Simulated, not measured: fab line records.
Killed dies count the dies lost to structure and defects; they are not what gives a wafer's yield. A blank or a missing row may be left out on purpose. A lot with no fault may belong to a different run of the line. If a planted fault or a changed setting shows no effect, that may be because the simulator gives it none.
fab line records	flow sfq_line
record: lots: 5	wafers: 23
route steps=325 shown M3@126 I3@137 M4@152 I4@167 JJ@182 M5@202 A5B@209 R5@218
start_h: the number of hours between the record's first day and the start of the first shown wafer of the lot	wait_h: hours elapsed since this lot's preceding step	" unchanged from the row above	L1.1+2: a single row standing in for several wafers	- no value, or no start given	* or withheld: withheld	< > ~ a bound
route shown NAME@n: names a module that has steps shown in the file, with the first one's number in the route	usual: the fault-free wafers' mean and standard deviation	same: alike in all rows	chamber/n: place in a boat	sites: each site's reading	_std_site: the standard deviation of these	_edge_site: inner sites' mean taken away from outer sites' mean	radius_mm: for every site, how far away it sits from the centre of the wafer	mask NAME#n: copy n	behind: tool/chamber where the wafer was last shaped	hold: cause of the lot's hold/its duration in hours/its outcome	device: transistor that didn't switch, given as n, p or np	end of line: the same wafers' tests at the end of the route	step lacking rows: just its recipe	killed: count of dies lost to structure and defects at first sort (not the wafer's yield)	map: the dies of a wafer, with x for killed, . for not killed, _ for no die there
set.NAME: the setting as run; set.NAME@STEP: as run at that earlier step	model.NAME: the simulator's own value behind a step, which no gauge read
lots whose settings were changed on purpose; a table a step, a row a wafer
== steps ==
step: SFQ_TRILAYER_M3_LITHO_PEB_078
recipe: peb_temp_c: 115	peb_time_s: 60	resist: KrF
lot.wafer	tool	chamber	start_h	wait_h	set.peb_temp_c
L076.1+6	litho_track-03	0	671.15	1.0	115
L076.2+3+4	"	0	"	"	113.4
L078.1+5+6	litho_track-03	0	691.77	1.0	117.8
L078.2+4	"	0	"	"	115
L079.2+3+5	litho_track-03	0	697.80	0.8	115
L080.1+5+6	litho_track-04	0	701.37	1.0	112.8
L080.3+4	"	0	"	"	115
L081.1+5	litho_track-04	0	703.77	1.0	116.2
L081.2+4+6	"	0	"	"	115
step: SFQ_TRILAYER_M3_LITHO_DEVELOP_077
recipe: time_s: 60	resist: KrF
step: SFQ_TRILAYER_M3_BARC_OPEN_METAL_ETCH_100
recipe: mask_material: PR	chemistry: O2	target_depth_nm: 125	target: BARC	icp_w: 600	bias_w: 80	pressure_mtorr: 10	time_s: 41.7
lot.wafer	tool	chamber	start_h	wait_h	set.peb_temp_c@TRILAYER_M3_LITHO_PEB_078	model.M3.cd_nm
L076.1	rie_metal-02	1	671.48	0.0	115	501.7
L076.2+3	"	0	"	"	113.4	533.4
L076.4	"	1	"	"	113.4	531.5
L076.6	"	1	"	"	115	502.1
L078.1	rie_metal-04	1	692.11	0.0	117.8	455.4
L078.2	"	0	"	"	115	501.6
L078.4	"	0	"	"	115	500.9
L078.5	"	0	"	"	117.8	455.9
L078.6	"	1	"	"	117.8	456
L079.2	rie_metal-01	1	698.11	0.0	115	499.4
L079.3	"	0	"	"	115	497.9
L079.5	"	1	"	"	115	500.7
L080.1	rie_metal-02	0	701.71	0.0	112.8	544.7
L080.3	"	1	"	"	115	500.9
L080.4	"	0	"	"	115	503.5
L080.5	"	1	"	"	112.8	543.3
L080.6	"	0	"	"	112.8	544.6
L081.1	rie_metal-01	1	704.11	0.0	116.2	479.7
L081.2	"	0	"	"	115	501.5
L081.4	"	0	"	"	115	500.3
L081.5	"	0	"	"	116.2	480.5
L081.6	"	1	"	"	115	499.4
step: SFQ_TRILAYER_M3_ETCH_METAL_ETCH_078
recipe: target: Nb	stop_on: SiO2	mask_material: PR	chemistry: Cl2/Ar	target_depth_nm: 240	icp_w: 600	bias_w: 80	pressure_mtorr: 10	time_s: 120
usual: oes_product_au: 0.894/0.0083
lot.wafer	tool	chamber	start_h	wait_h	set.time_s@TRILAYER_M3_DEP_SPUTTER_073	oes_product_au
L076.1	rie_metal-02	1	671.54	0.0	133.3	0.912
L076.2	"	0	"	"	133.3	0.899
L076.3	"	0	"	"	145.1	0.954
L076.4	"	1	"	"	145.1	0.957
L076.6	"	1	"	"	145.1	0.956
L078.1	rie_metal-04	1	692.17	0.0	133.3	0.873
L078.2	"	0	"	"	133.3	0.893
L078.4	"	0	"	"	133.3	0.891
L078.5	"	0	"	"	133.3	0.890
L078.6	"	1	"	"	133.3	0.887
L079.2	rie_metal-01	1	698.17	0.0	133.3	0.896
L079.3	"	0	"	"	133.3	0.904
L079.5	"	1	"	"	133.3	0.900
L080.1	rie_metal-02	0	701.77	0.0	133.3	0.878
L080.3	"	1	"	"	139.6	0.911
L080.4	"	0	"	"	139.6	0.912
L080.5	"	1	"	"	139.6	0.905
L080.6	"	0	"	"	133.3	0.884
L081.1	rie_metal-01	1	704.17	0.0	113.7	0.823
L081.2	"	0	"	"	113.7	0.831
L081.4	"	0	"	"	133.3	0.905
L081.5	"	0	"	"	133.3	0.892
L081.6	"	1	"	"	133.3	0.896
step: SFQ_TRILAYER_I3_VIA_LITHO_COAT_090
recipe: resist: BARC	spin_rpm: 3000	resist_thk_nm: 62
lot.wafer	tool	chamber	start_h	wait_h	set.spin_rpm	model.BARC_of_TRILAYER_I3_VIA_LITHO_COAT_090.thk_nm
L076.1	litho_track-03	0	676.84	1.0	3000	62.15
L076.2	"	0	"	"	3219	59.82
L076.3	"	0	"	"	3219	59.83
L076.4	"	0	"	"	3000	62.08
L076.6	"	0	"	"	3219	59.77
L078.1	litho_track-02	0	697.47	1.0	3000	61.88
L078.2	"	0	"	"	3000	61.96
L078.4	"	0	"	"	3000	61.76
L078.5	"	0	"	"	3000	61.84
L078.6	"	0	"	"	3000	61.95
L079.2	litho_track-02	0	705.20	0.8	3000	61.98
L079.3	"	0	"	"	3000	62.01
L079.5	"	0	"	"	3000	62.24
L080.1	litho_track-03	0	708.15	1.0	3000	62.09
L080.3	"	0	"	"	3160	60.3
L080.4	"	0	"	"	3160	60.29
L080.5	"	0	"	"	3000	61.74
L080.6	"	0	"	"	3160	60.47
L081.1	litho_track-01	0	711.15	1.0	3000	61.97
L081.2	"	0	"	"	3066	61.33
L081.4	"	0	"	"	3000	61.8
L081.5	"	0	"	"	3066	61.27
L081.6	"	0	"	"	3000	61.67
step: SFQ_TRILAYER_I3_VIA_BARC_OPEN_VIA_ETCH_121
recipe: mask_material: PR	chemistry: O2	target_depth_nm: 125	target: BARC	source_w: 500	bias_w: 80	pressure_mtorr: 30	time_s: 41.7
lot.wafer	tool	chamber	start_h	wait_h	set.source_w	model.KrF_of_TRILAYER_I3_VIA_LITHO_COAT_085.thk_nm
L076.1	rie_diel-04	0	840.31	0.0	500	570.3
L076.2+4	"	3,2	"	"	556.3	564.9
L076.3	"	2	"	"	500	568.3
L076.6	"	0	"	"	556.3	567.3
L078.1	rie_diel-02	0	858.31	0.0	500	573.5
L078.2	"	3	"	"	500	571.8
L078.4	"	2	"	"	500	573
L078.5	"	2	"	"	500	573.8
L078.6	"	1	"	"	500	574.1
L079.2	rie_diel-01	0	867.91	0.0	500	573.4
L079.3	"	2	"	"	500	571
L079.5	"	1	"	"	500	574.9
L080.1	rie_diel-02	1	871.51	0.0	500	568.4
L080.3	"	2	"	"	500	571.4
L080.4	"	3	"	"	451.2	574.8
L080.5	"	1	"	"	451.2	574.4
L080.6	"	2	"	"	451.2	573.8
L081.1	rie_diel-04	2	875.11	0.0	445	577.8
L081.2	"	3	"	"	500	572.5
L081.4	"	1	"	"	500	574
L081.5	"	1	"	"	445	579.6
L081.6	"	0	"	"	445	578.6
step: SFQ_TRILAYER_M4_LITHO_COAT_098
recipe: resist: BARC	spin_rpm: 3000	resist_thk_nm: 62
lot.wafer	tool	chamber	start_h	wait_h	set.spin_rpm	model.BARC_of_TRILAYER_M4_LITHO_COAT_098.thk_nm
L076.1	litho_track-02	0	841.54	0.1	3000	61.98
L076.2	"	0	"	"	3000	62.27
L076.3	"	0	"	"	3000	62.12
L076.4	"	0	"	"	3000	62.03
L076.6	"	0	"	"	3000	62.16
L078.1	litho_track-04	0	859.54	0.1	3000	61.84
L078.2	"	0	"	"	3000	61.88
L078.4	"	0	"	"	3000	61.91
L078.5	"	0	"	"	2837	63.88
L078.6	"	0	"	"	2837	63.79
L079.2+5	litho_track-04	0	869.19	0.1	3000	61.8
L079.3	"	0	"	"	3000	61.86
L080.1+4	litho_track-04	0	873.34	0.1	3190	59.9
L080.3	"	0	"	"	3190	59.98
L080.5	"	0	"	"	3000	61.8
L080.6	"	0	"	"	3000	61.95
L081.1	litho_track-02	0	876.40	0.1	3000	62.04
L081.2	"	0	"	"	3000	61.93
L081.4	"	0	"	"	3000	61.96
L081.5	"	0	"	"	3000	62.2
L081.6	"	0	"	"	3000	62.19
step: SFQ_TRILAYER_M4_LITHO_PEB_096
recipe: peb_temp_c: 115	peb_time_s: 60	resist: KrF
lot.wafer	tool	chamber	start_h	wait_h	set.peb_temp_c
L076.1+2+3	litho_track-04	0	847.30	1.0	115
L076.4+6	"	0	"	"	113.9
L078.1+6	litho_track-02	0	869.00	1.0	115
L078.2+4+5	"	0	"	"	111.3
L079.2+3+5	litho_track-02	0	879.83	0.8	115
L080.1+3+4+5+6	litho_track-02	0	1017.15	1.0	115
L081.1+4	litho_track-01	0	1020.75	1.0	115
L081.2+5+6	"	0	"	"	114
step: SFQ_TRILAYER_M4_LITHO_DEVELOP_095
recipe: time_s: 60	resist: KrF
step: SFQ_TRILAYER_M4_BARC_OPEN_METAL_ETCH_123
recipe: mask_material: PR	chemistry: O2	target_depth_nm: 125	target: BARC	icp_w: 600	bias_w: 80	pressure_mtorr: 10	time_s: 41.7
lot.wafer	tool	chamber	start_h	wait_h	set.peb_temp_c@TRILAYER_M4_LITHO_PEB_096	model.M4.cd_nm
L076.1	rie_metal-02	1	847.64	0.0	115	502.7
L076.2	"	0	"	"	115	501.6
L076.3	"	0	"	"	115	502.2
L076.4	"	1	"	"	113.9	521.8
L076.6	"	1	"	"	113.9	521.9
L078.1	rie_metal-02	1	869.34	0.0	115	500.4
L078.2	"	1	"	"	111.3	577.9
L078.4	"	1	"	"	111.3	577.7
L078.5	"	1	"	"	111.3	577.1
L078.6	"	1	"	"	115	500.1
L079.2	rie_metal-03	1	880.14	0.0	115	500.3
L079.3	"	0	"	"	115	498.4
L079.5	"	1	"	"	115	499
L080.1	rie_metal-04	0	1017.49	0.0	115	501.6
L080.3	"	0	"	"	115	500.9
L080.4	"	1	"	"	115	499.8
L080.5	"	1	"	"	115	501.4
L080.6	"	0	"	"	115	499
L081.1	rie_metal-02	0	1021.09	0.0	115	500.6
L081.2	"	1	"	"	114	516.5
L081.4	"	1	"	"	115	498.3
L081.5	"	1	"	"	114	516.8
L081.6	"	0	"	"	114	519.6
step: SFQ_TRILAYER_I4_VIA_LITHO_COAT_108
recipe: resist: BARC	spin_rpm: 3000	resist_thk_nm: 62
lot.wafer	tool	chamber	start_h	wait_h	set.resist_thk_nm	model.BARC_of_TRILAYER_I4_VIA_LITHO_COAT_108.thk_nm
L076.1	litho_track-04	0	862.47	1.0	58.3	58.06
L076.2	"	0	"	"	62	61.54
L076.3	"	0	"	"	62	61.62
L076.4	"	0	"	"	58.3	58.1
L076.6	"	0	"	"	58.3	58.01
L078.1+4	litho_track-03	0	886.08	1.0	62	62.08
L078.2	"	0	"	"	60.2	60.13
L078.5	"	0	"	"	60.2	60.35
L078.6	"	0	"	"	62	61.95
L079.2	litho_track-01	0	895.52	0.8	62	62.03
L079.3	"	0	"	"	62	62.04
L079.5	"	0	"	"	62	62.22
L080.1	litho_track-03	0	1024.56	1.0	64.11	64.2
L080.3	"	0	"	"	64.11	64.3
L080.4	"	0	"	"	62	62.24
L080.5	"	0	"	"	62	62.12
L080.6	"	0	"	"	64.11	64.33
L081.1	litho_track-04	0	1027.56	1.0	62	61.92
L081.2	"	0	"	"	62	61.82
L081.4	"	0	"	"	62	61.88
L081.5	"	0	"	"	62	61.71
L081.6	"	0	"	"	62	61.57
step: SFQ_TRILAYER_JJ_TRILAYER_DEP_SPUTTER_112
recipe: material: Nb	base_pressure_pa: 1.33e-06	chamber_pressure_pa: 0.1333	substrate_temp_c: 20	target_thk_nm: 170	power_w: 2000	time_s: 113.3
lot.wafer	tool	chamber	start_h	wait_h	set.power_w	model.Nb_of_TRILAYER_JJ_TRILAYER_DEP_SPUTTER_112.thk_nm
L076.1+2	pvd_sputter-05	-	1011.14	0.5	2000	175
L076.3	"	-	"	"	2000	172.6
L076.4	"	-	"	"	2000	175.8
L076.6	"	-	"	"	2000	174.5
L078.1	pvd_sputter-05	-	1033.94	0.5	2118	183
L078.2	"	-	"	"	2118	181.6
L078.4	"	-	"	"	2118	182.7
L078.5	"	-	"	"	2000	172.9
L078.6	"	-	"	"	2000	172.3
L079.2	pvd_sputter-05	-	1046.79	0.5	2000	169.4
L079.3	"	-	"	"	2000	171.1
L079.5	"	-	"	"	2000	171.7
L080.1	pvd_sputter-03	-	1173.94	0.5	2000	172.8
L080.3	"	-	"	"	2000	172.3
L080.4	"	-	"	"	2000	173.4
L080.5	"	-	"	"	2000	173.5
L080.6	"	-	"	"	2000	172.1
L081.1	pvd_sputter-06	-	1177.57	0.5	2075	178.2
L081.2	"	-	"	"	2000	169.3
L081.4	"	-	"	"	2000	171.4
L081.5	"	-	"	"	2075	175.8
L081.6	"	-	"	"	2000	171.1
step: SFQ_JJ_RS_MEAS_929
recipe: thk_meas_gauge: four-point-probe	reads: Nb_of_TRILAYER_JJ_TRILAYER_DEP_SPUTTER_112
usual: JJ_NB_RS: 1.044/0.012
lot.wafer	tool	chamber	start_h	wait_h	set.power_w@TRILAYER_JJ_TRILAYER_DEP_SPUTTER_112	JJ_NB_RS[ohm/sq]
L076.1	film_metro-02	-	1011.22	0.0	2000	1.020
L076.2	"	-	"	"	2000	1.019
L076.3	"	-	"	"	2000	1.033
L076.4	"	-	"	"	2000	1.015
L076.6	"	-	"	"	2000	1.022
L078.1	film_metro-02	-	1034.02	0.0	2118	0.975
L078.2	"	-	"	"	2118	0.984
L078.4	"	-	"	"	2118	0.976
L078.5	"	-	"	"	2000	1.032
L078.6	"	-	"	"	2000	1.036
L079.2	film_metro-01	-	1046.89	0.1	2000	1.054
L079.3	"	-	"	"	2000	1.043
L079.5	"	-	"	"	2000	1.038
L080.1	film_metro-01	-	1174.02	0.0	2000	1.031
L080.3	"	-	"	"	2000	1.037
L080.4	"	-	"	"	2000	1.029
L080.5	"	-	"	"	2000	1.027
L080.6	"	-	"	"	2000	1.039
L081.1	film_metro-01	-	1177.65	0.0	2075	0.999
L081.2	"	-	"	"	2000	1.056
L081.4	"	-	"	"	2000	1.042
L081.5	"	-	"	"	2075	1.015
L081.6	"	-	"	"	2000	1.042
step: SFQ_TRILAYER_JJ_CE_LITHO_PEB_117
recipe: peb_temp_c: 115	peb_time_s: 60	resist: KrF
lot.wafer	tool	chamber	start_h	wait_h	set.peb_time_s
L076.1+3	litho_track-04	0	1013.35	1.0	56.55
L076.2+4+6	"	0	"	"	60
L078.1+5	litho_track-03	0	1036.15	1.0	57.35
L078.2+4+6	"	0	"	"	60
L079.2+3+5	litho_track-03	0	1050.35	0.8	60
L080.1+5+6	litho_track-03	0	1176.27	1.0	67.22
L080.3+4	"	0	"	"	60
L081.1+2+4	litho_track-03	0	1180.08	1.0	67.82
L081.5+6	"	0	"	"	60
step: SFQ_TRILAYER_JJ_CE_LITHO_DEVELOP_116
recipe: time_s: 60	resist: KrF
step: SFQ_TRILAYER_JJ_CE_METRO_MEASURE_117
usual: cd_nm: 700.3/1.4
lot.wafer	tool	chamber	start_h	wait_h	set.peb_time_s@TRILAYER_JJ_CE_LITHO_PEB_117	cd_nm
L076.1	cd_sem-01	-	1013.68	0.0	56.55	711.1
L076.2	"	-	"	"	60	700.5
L076.3	"	-	"	"	56.55	709.8
L076.4	"	-	"	"	60	701.3
L076.6	"	-	"	"	60	699.8
L078.1	cd_sem-01	-	1036.48	0.0	57.35	705.8
L078.2	"	-	"	"	60	699.5
L078.4	"	-	"	"	60	700.2
L078.5	"	-	"	"	57.35	706.4
L078.6	"	-	"	"	60	698.3
L079.2	cd_sem-02	-	1050.86	0.2	60	699.3
L079.3	"	-	"	"	60	700.2
L079.5	"	-	"	"	60	699.3
L080.1	cd_sem-01	-	1176.61	0.0	67.22	682.3
L080.3	"	-	"	"	60	698.0
L080.4	"	-	"	"	60	698.8
L080.5	"	-	"	"	67.22	682.8
L080.6	"	-	"	"	67.22	682.5
L081.1	cd_sem-02	-	1180.41	0.0	67.82	684.8
L081.2	"	-	"	"	67.82	686.1
L081.4	"	-	"	"	67.82	685.9
L081.5	"	-	"	"	60	703.1
L081.6	"	-	"	"	60	701.2
step: SFQ_TRILAYER_JJ_CE_BARC_OPEN_RIE_150
recipe: mask_material: PR	chemistry: O2	target_depth_nm: 240	target: BARC	icp_w: 600	bias_w: 80	pressure_mtorr: 10	time_s: 80
lot.wafer	tool	chamber	start_h	wait_h	set.peb_time_s@TRILAYER_JJ_CE_LITHO_PEB_117	model.JJ.cd_nm
L076.1	rie_metal-02	0	1014.88	1.0	56.55	712.1
L076.2	"	1	"	"	60	700
L076.3	"	1	"	"	56.55	709.6
L076.4	"	0	"	"	60	701.7
L076.6	"	1	"	"	60	700.2
L078.1	rie_metal-02	0	1037.68	1.0	57.35	707.2
L078.2+4	"	1	"	"	60	699.9
L078.5	"	0	"	"	57.35	707
L078.6	"	1	"	"	60	697.9
L079.2	rie_metal-01	1	1051.86	0.8	60	699.2
L079.3	"	0	"	"	60	700.8
L079.5	"	1	"	"	60	699.8
L080.1	rie_metal-01	0	1177.81	1.0	67.22	683.2
L080.3	"	1	"	"	60	698
L080.4	"	0	"	"	60	699.6
L080.5	"	1	"	"	67.22	682.9
L080.6	"	0	"	"	67.22	683.7
L081.1	rie_metal-02	1	1181.61	1.0	67.82	683.4
L081.2	"	0	"	"	67.82	687.2
L081.4	"	0	"	"	67.82	687
L081.5	"	1	"	"	60	702.4
L081.6	"	0	"	"	60	702.8
step: SFQ_TRILAYER_M5_LITHO_PEB_126
recipe: peb_temp_c: 115	peb_time_s: 60	resist: KrF
lot.wafer	tool	chamber	start_h	wait_h	set.peb_time_s
L076.1+3+4	litho_track-02	0	1165.55	1.0	60
L076.2+6	"	0	"	"	54.16
L078.1+5+6	litho_track-01	0	1183.55	1.0	57.01
L078.2+4	"	0	"	"	60
L079.2+3+5	litho_track-01	0	1195.70	0.8	60
L080.1+6	litho_track-02	0	1321.27	1.0	52.1
L080.3+4+5	"	0	"	"	60
L081.1+2	litho_track-02	0	1323.27	1.0	60
L081.4+5+6	"	0	"	"	52.87
step: SFQ_TRILAYER_M5_BARC_OPEN_METAL_ETCH_161
recipe: mask_material: PR	chemistry: O2	target_depth_nm: 125	target: BARC	icp_w: 600	bias_w: 80	pressure_mtorr: 10	time_s: 41.7
lot.wafer	tool	chamber	start_h	wait_h	set.time_s	set.peb_time_s@TRILAYER_M5_LITHO_PEB_126	model.M5.cd_nm
L076.1	rie_metal-01	0	1165.89	0.0	41.7	60	698.3
L076.2	"	1	"	"	41.7	54.16	715.4
L076.3	"	0	"	"	41.7	60	699.5
L076.4	"	1	"	"	41.7	60	699.1
L076.6	"	1	"	"	41.7	54.16	715.2
L078.1	rie_metal-03	1	1183.89	0.0	41.7	57.01	705.9
L078.2	"	0	"	"	41.7	60	699.3
L078.4	"	0	"	"	41.7	60	699.1
L078.5	"	1	"	"	41.7	57.01	706.3
L078.6	"	0	"	"	41.7	57.01	706.6
L079.2	rie_metal-01	1	1196.01	0.0	41.7	60	696.8
L079.3	"	1	"	"	41.7	60	699.9
L079.5	"	1	"	"	41.7	60	697.8
L080.1	rie_metal-01	1	1321.61	0.0	41.7	52.1	721.1
L080.3	"	1	"	"	41.7	60	700.4
L080.4	"	0	"	"	41.7	60	700.9
L080.5	"	1	"	"	41.7	60	699.5
L080.6	"	0	"	"	41.7	52.1	721.6
L081.1	rie_metal-02	0	1323.61	0.0	43.82	60	697.4
L081.2	"	1	"	"	41.7	60	697.7
L081.4	"	1	"	"	43.82	52.87	716
L081.5	"	0	"	"	41.7	52.87	716.1
L081.6	"	1	"	"	43.82	52.87	716.2
step: SFQ_TRILAYER_A5B_DEP_PECVD_129
recipe: material: SiO2	temp_c: 150	time_s: 133.33	pressure_torr: 2.4	rf_w: 183.3	precursor: SiH4/N2O	target_thk_nm: 600
lot.wafer	tool	chamber	start_h	wait_h	set.time_s	model.SiO2_of_TRILAYER_A5B_DEP_PECVD_129.thk_nm
L076.1	pecvd-01	0	1166.93	0.0	150.4	674.4
L076.2	"	1	"	"	150.4	681.5
L076.3	"	2	"	"	133.33	605.3
L076.4	"	2	"	"	133.33	601.9
L076.6	"	1	"	"	133.33	612.7
L078.1	pecvd-01	0	1184.92	0.0	151.6	680.7
L078.2	"	2	"	"	133.33	603
L078.4	"	2	"	"	151.6	689.2
L078.5	"	0	"	"	133.33	604.8
L078.6	"	2	"	"	133.33	603.2
L079.2	pecvd-01	1	1197.04	0.0	133.33	605.9
L079.3	"	0	"	"	133.33	597.3
L079.5	"	2	"	"	133.33	614.3
L080.1	pecvd-03	1	1322.64	0.0	120.3	540.2
L080.3	"	0	"	"	133.33	597.7
L080.4	"	1	"	"	120.3	549.3
L080.5	"	0	"	"	133.33	608.1
L080.6	"	2	"	"	133.33	612.2
L081.1	pecvd-01	0	1324.90	0.0	133.33	593.6
L081.2	"	2	"	"	123.1	544.9
L081.4	"	2	"	"	133.33	598.8
L081.5	"	1	"	"	133.33	605.3
L081.6	"	0	"	"	123.1	559.9
step: SFQ_TRILAYER_R5_LITHO_COAT_136
recipe: resist: KrF	spin_rpm: 3000	resist_thk_nm: 600
lot.wafer	tool	chamber	start_h	wait_h	set.spin_rpm	model.KrF_of_TRILAYER_R5_LITHO_COAT_136.thk_nm
L076.1	litho_track-02	0	1173.70	0.2	3216	580.4
L076.2	"	0	"	"	3216	581.7
L076.3	"	0	"	"	3216	581.1
L076.4	"	0	"	"	3000	601.3
L076.6	"	0	"	"	3000	601.5
L078.1	litho_track-02	0	1191.70	0.2	2798	623.2
L078.2	"	0	"	"	2798	624.5
L078.4	"	0	"	"	3000	602.9
L078.5	"	0	"	"	2798	624.1
L078.6	"	0	"	"	3000	603.2
L079.2	litho_track-01	0	1201.96	0.2	3000	598.3
L079.3	"	0	"	"	3000	598.2
L079.5	"	0	"	"	3000	599.5
L080.1	litho_track-04	0	1327.50	0.2	3112	595.7
L080.3	"	0	"	"	3112	592.1
L080.4	"	0	"	"	3000	604.4
L080.5	"	0	"	"	3000	604.3
L080.6	"	0	"	"	3112	593.2
L081.1	litho_track-04	0	1329.77	0.2	3000	601.2
L081.2	"	0	"	"	3175	582.9
L081.4	"	0	"	"	3000	601
L081.5	"	0	"	"	3175	582.4
L081.6	"	0	"	"	3175	585.3
== key ==
split: step: SFQ_TRILAYER_M3_LITHO_PEB_078	setting: peb_temp_c	stated: 115	by: wafer
response: step: SFQ_TRILAYER_M3_BARC_OPEN_METAL_ETCH_100	reading: model.M3.cd_nm	change: -20.2	per: 1%	r: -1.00
split: step: SFQ_TRILAYER_I3_VIA_LITHO_COAT_090	setting: spin_rpm	stated: 3000	by: wafer
response: step: SFQ_TRILAYER_I3_VIA_LITHO_COAT_090	reading: model.BARC_of_TRILAYER_I3_VIA_LITHO_COAT_090.thk_nm	change: -0.304	per: 1%	r: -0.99
split: step: SFQ_TRILAYER_I3_VIA_BARC_OPEN_VIA_ETCH_121	setting: source_w	stated: 500	by: wafer
response: step: SFQ_TRILAYER_I3_VIA_BARC_OPEN_VIA_ETCH_121	reading: model.KrF_of_TRILAYER_I3_VIA_LITHO_COAT_085.thk_nm	change: -0.417	per: 1%	r: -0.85
split: step: SFQ_TRILAYER_M4_LITHO_COAT_098	setting: spin_rpm	stated: 3000	by: wafer
response: step: SFQ_TRILAYER_M4_LITHO_COAT_098	reading: model.BARC_of_TRILAYER_M4_LITHO_COAT_098.thk_nm	change: -0.331	per: 1%	r: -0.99
split: step: SFQ_TRILAYER_M4_LITHO_PEB_096	setting: peb_temp_c	stated: 115	by: wafer
response: step: SFQ_TRILAYER_M4_BARC_OPEN_METAL_ETCH_123	reading: model.M4.cd_nm	change: -23.6	per: 1%	r: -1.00
split: step: SFQ_TRILAYER_I4_VIA_LITHO_COAT_108	setting: resist_thk_nm	stated: 62	by: wafer
response: step: SFQ_TRILAYER_I4_VIA_LITHO_COAT_108	reading: model.BARC_of_TRILAYER_I4_VIA_LITHO_COAT_108.thk_nm	change: +0.599	per: 1%	r: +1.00
split: step: SFQ_TRILAYER_JJ_TRILAYER_DEP_SPUTTER_112	setting: power_w	stated: 2000	by: wafer
response: step: SFQ_TRILAYER_JJ_TRILAYER_DEP_SPUTTER_112	reading: model.Nb_of_TRILAYER_JJ_TRILAYER_DEP_SPUTTER_112.thk_nm	change: +1.68	per: 1%	r: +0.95
response: step: SFQ_JJ_RS_MEAS_929	reading: JJ_NB_RS	change: -0.00971	per: 1%	r: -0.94
split: step: SFQ_TRILAYER_JJ_CE_LITHO_PEB_117	setting: peb_time_s	stated: 60	by: wafer
response: step: SFQ_TRILAYER_JJ_CE_METRO_MEASURE_117	reading: cd_nm	change: -1.34	per: 1%	r: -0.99
response: step: SFQ_TRILAYER_JJ_CE_BARC_OPEN_RIE_150	reading: model.JJ.cd_nm	change: -1.36	per: 1%	r: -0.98
split: step: SFQ_TRILAYER_M5_LITHO_PEB_126	setting: peb_time_s	stated: 60	by: wafer
response: step: SFQ_TRILAYER_M5_BARC_OPEN_METAL_ETCH_161	reading: model.M5.cd_nm	change: -1.59	per: 1%	r: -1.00
split: step: SFQ_TRILAYER_M5_BARC_OPEN_METAL_ETCH_161	setting: time_s	stated: 41.7	by: wafer
response none clear
split: step: SFQ_TRILAYER_A5B_DEP_PECVD_129	setting: time_s	stated: 133.33	by: wafer
response: step: SFQ_TRILAYER_A5B_DEP_PECVD_129	reading: model.SiO2_of_TRILAYER_A5B_DEP_PECVD_129.thk_nm	change: +5.9	per: 1%	r: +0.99
split: step: SFQ_TRILAYER_R5_LITHO_COAT_136	setting: spin_rpm	stated: 3000	by: wafer
response: step: SFQ_TRILAYER_R5_LITHO_COAT_136	reading: model.KrF_of_TRILAYER_R5_LITHO_COAT_136.thk_nm	change: -2.96	per: 1%	r: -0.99
split outside_this_file step=SFQ_TRILAYER_M3_DEP_SPUTTER_073 setting=time_s
split outside_this_file: this setting was split too, and the file shows its column; the key of that split is in another file
